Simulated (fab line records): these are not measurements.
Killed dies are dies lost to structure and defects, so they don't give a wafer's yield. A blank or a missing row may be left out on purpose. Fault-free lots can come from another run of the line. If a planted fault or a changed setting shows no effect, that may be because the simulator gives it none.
A lot that was struck, set against a sound lot    flow sfq line    42 out of 325 route steps
Sound: these wafers, L812.1, L812.4, L812.6. Wafers struck: L816.2, L816.5, L816.6. The cause is named last.
Order at every step that has rows: each side's tool, ch and its chambers, its first start. Under that, the readings that differ: sound wafers    struck wafers    difference of the means    sigmas: that difference in standard deviations of wafers without a fault.
alike: same words and numbers on both sides, and readings whose means sit less than 2 such deviations apart. not compared: any withheld reading, any reading some wafer has no value for, any bound like >300 that may hide the same value, and any number with overlapping values for which the record gives no deviation.
A row with sigmas, a row that says differs or no value, or rows on one side alone: a step with any of these is where the two part. Numbers that have no deviation but don't overlap get no sigmas and don't part them. Lack of a reading on every wafer of one side parts them only where that side has two or more wafers.

first, 6 steps without rows for these wafers: SFQ_TRILAYER_M4_LITHO_COAT_098 (resist thk 62 nm); SFQ_TRILAYER_M4_LITHO_COAT_093 (resist thk 600 nm); SFQ_TRILAYER_M4_LITHO_SOFTBAKE_097; SFQ_TRILAYER_M4_LITHO_EXPOSE_094 (exposes mask M4, target cd 500 nm); SFQ_TRILAYER_M4_LITHO_PEB_096 (peb time 60 s); SFQ_TRILAYER_M4_LITHO_DEVELOP_095 (time 60 s).
SFQ_M4_OVL_MEAS_926:
  sound: overlay-01 at day 48 14:45; struck: overlay-02 at day 49 21:30
  alike: M4_OVL
then, 2 steps without rows for these wafers: SFQ_TRILAYER_M4_BARC_OPEN_METAL_ETCH_123 (etches BARC in O2, target depth 125 nm, time 41.7 s); SFQ_TRILAYER_M4_ETCH_METAL_ETCH_096 (etches Nb in Cl2/Ar, stops on SiO2, target depth 240 nm, time 120 s).
SFQ_TRILAYER_M4_STRIP_STRIP_097: strips in O2.
  sound on rie metal-02 ch 1, day 48 14:58; struck on rie metal-02 ch 0,1, day 49 21:43
  alike: drypump motor current A, oes product au
  not compared: rf hours counter h
then, 2 steps without rows for these wafers: SFQ_TRILAYER_M4_STRIP_SOLV_CLEAN_098 (cleans in NMP, time 600 s); SFQ_TRILAYER_I4_DEP_PECVD_099 (deposits SiO2 from SiH4/N2O, time 111.11 s, target thk 500 nm).
SFQ_TRILAYER_I4_CMP_CMP_100: polishes SiO2.
  sound on cmp-01 ch 0,1,3, day 48 22:41; struck on cmp-01 ch 0,3, day 49 23:04
reading                                              sound              struck             difference  sigmas
time to endpoint s (s)                               230 227 240        260 275 245        +28         +3
model.SiO2_of_TRILAYER_I4_DEP_PECVD_099.thk nm (nm)  201.4 199.2 201.1  152.2 151.2 149.4  -49.6       
  alike: motor current A
SFQ_I4_BOW_MEAS_927:
  sound: film metro-01 at day 49 01:11; struck: film metro-04 at day 50 01:35
  alike: I4_BOW
SFQ_TRILAYER_I4_METRO_MEASURE_101:
  sound: film metro-01 at day 49 01:18; struck: film metro-04 at day 50 01:53
reading      sound              struck             difference  sigmas
thk nm (nm)  201.2 199.3 200.9  152.1 151.2 149.5  -49.5       -50
then, 6 steps without rows for these wafers: SFQ_TRILAYER_I4_VIA_LITHO_COAT_108 (resist thk 62 nm); SFQ_TRILAYER_I4_VIA_LITHO_COAT_103 (resist thk 650 nm); SFQ_TRILAYER_I4_VIA_LITHO_SOFTBAKE_107; SFQ_TRILAYER_I4_VIA_LITHO_EXPOSE_104 (exposes mask I4, target cd 700 nm); SFQ_TRILAYER_I4_VIA_LITHO_PEB_106 (peb time 60 s); SFQ_TRILAYER_I4_VIA_LITHO_DEVELOP_105 (time 60 s).
-- the record jumps here: 6 days lie between the struck wafers' starts before and after --
SFQ_I4_OVL_MEAS_928:
  sound: overlay-02 at day 54 04:53; struck: overlay-02 at day 55 18:38
  alike: I4_OVL
SFQ_TRILAYER_I4_VIA_BARC_OPEN_VIA_ETCH_146: etches BARC in O2, target depth 125 nm, time 41.7 s.
  sound on rie diel-01 ch 0,2,3, day 54 04:55; struck on rie diel-02 ch 0,1,2, day 55 18:40
  alike: bias w, drypump motor current A, oes product au
  not compared: rf hours counter h
SFQ_TRILAYER_I4_VIA_ETCH_VIA_ETCH_106: etches SiO2 in CHF3, stops on Nb, target depth 260 nm.
  sound on rie diel-01 ch 0,2,3, day 54 04:58; struck on rie diel-02 ch 0,1,2, day 55 18:43
reading                         sound              struck             difference  sigmas
oes product au (a.u.)           0.857 0.862 0.856  0.742 0.739 0.736  -0.119      -23
model.etch.depth nm (nm)        201.4 199.2 201.1  152.2 151.2 149.4  -49.6       
model.I4.feature depth nm (nm)  201.5 199.3 201.2  152.3 151.3 149.5  -49.6       
  alike: bias w, drypump motor current A
SFQ_TRILAYER_I4_VIA_STRIP_STRIP_107: strips in O2.
  sound on rie metal-01 ch 0, day 54 05:05; struck on rie metal-04 ch 0,1, day 55 18:49
  alike: drypump motor current A, oes product au
  not compared: rf hours counter h
then, 3 steps without rows for these wafers: SFQ_TRILAYER_I4_VIA_STRIP_SOLV_CLEAN_108 (cleans in NMP, time 600 s); SFQ_TRILAYER_JJ_TRILAYER_DEP_PRE_CLEAN_113 (time 22.5 s); SFQ_TRILAYER_JJ_TRILAYER_DEP_SPUTTER_109 (material Nb, target thk 150 nm, time 100 s).
SFQ_TRILAYER_JJ_TRILAYER_DEP_SPUTTER_110: material Al, target thk 8 nm, time 10 s.
  sound: pvd sputter-06 at day 54 05:58; struck: pvd sputter-06 at day 55 19:42
  alike: throttle valve pct
then, 2 steps without rows for these wafers: SFQ_TRILAYER_JJ_TRILAYER_DEP_AL_OXIDATION_111 (oxidation time 600 s); SFQ_TRILAYER_JJ_TRILAYER_DEP_SPUTTER_112 (material Nb, target thk 170 nm, time 113.3 s).
SFQ_JJ_RS_MEAS_929: measurement is done with a four-point probe.
  sound: film metro-03 at day 54 07:09; struck: film metro-01 at day 55 20:49
  alike: JJ_NB_RS
then, 6 steps without rows for these wafers: SFQ_TRILAYER_JJ_CE_LITHO_COAT_119 (resist thk 62 nm); SFQ_TRILAYER_JJ_CE_LITHO_COAT_114 (resist thk 600 nm); SFQ_TRILAYER_JJ_CE_LITHO_SOFTBAKE_118; SFQ_TRILAYER_JJ_CE_LITHO_EXPOSE_115 (exposes mask J5, target cd 700 nm); SFQ_TRILAYER_JJ_CE_LITHO_PEB_117 (peb time 60 s); SFQ_TRILAYER_JJ_CE_LITHO_DEVELOP_116 (time 60 s).
SFQ_JJ_OVL_MEAS_931:
  sound: overlay-01 at day 54 11:26; struck: overlay-01 at day 56 08:35
  alike: J5_OVL
then, 1 step without rows for these wafers: SFQ_TRILAYER_JJ_CE_METRO_MEASURE_117.
SFQ_TRILAYER_JJ_CE_BARC_OPEN_RIE_150: chemistry O2, target BARC, target depth 240 nm, time 80 s.
  sound on rie metal-02 ch 0,1, day 54 12:40; struck on rie metal-01 ch 0,1, day 56 09:49
reading     sound              struck             difference  sigmas
bias w (W)  80.34 80.51 80.21  79.30 79.46 79.93  -0.79       -3
  alike: drypump motor current A, oes product au
  not compared: rf hours counter h
-- the record jumps here: 5 days lie between the struck wafers' starts before and after --
SFQ_TRILAYER_M5_ETCH_METAL_ETCH_126: etches Nb in Cl2/BCl3, stops on SiO2, time 203.2 s, target depth 265 nm.
  sound on rie metal-02 ch 1, day 59 19:26; struck on rie metal-02 ch 0,1, day 61 03:22
reading                                              sound              struck             difference  sigmas
bias w (W)                                           80.47 80.32 80.53  79.93 79.68 79.88  -0.61       -2
model.SiO2_of_TRILAYER_I4_DEP_PECVD_099.thk nm (nm)  181.5 179.3 181.3  132.3 131.3 129.5  -49.7       
  alike: drypump motor current A, oes product au
  not compared: rf hours counter h

WHERE THEY PART
First at SFQ_TRILAYER_I4_CMP_CMP_100; last, within this record, at SFQ_TRILAYER_M5_ETCH_METAL_ETCH_126.

WHY: whatever the simulator had introduced
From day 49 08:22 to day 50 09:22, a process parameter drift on cmp-01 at SFQ_TRILAYER_I4_CMP_CMP_100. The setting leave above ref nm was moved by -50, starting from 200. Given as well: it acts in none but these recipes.
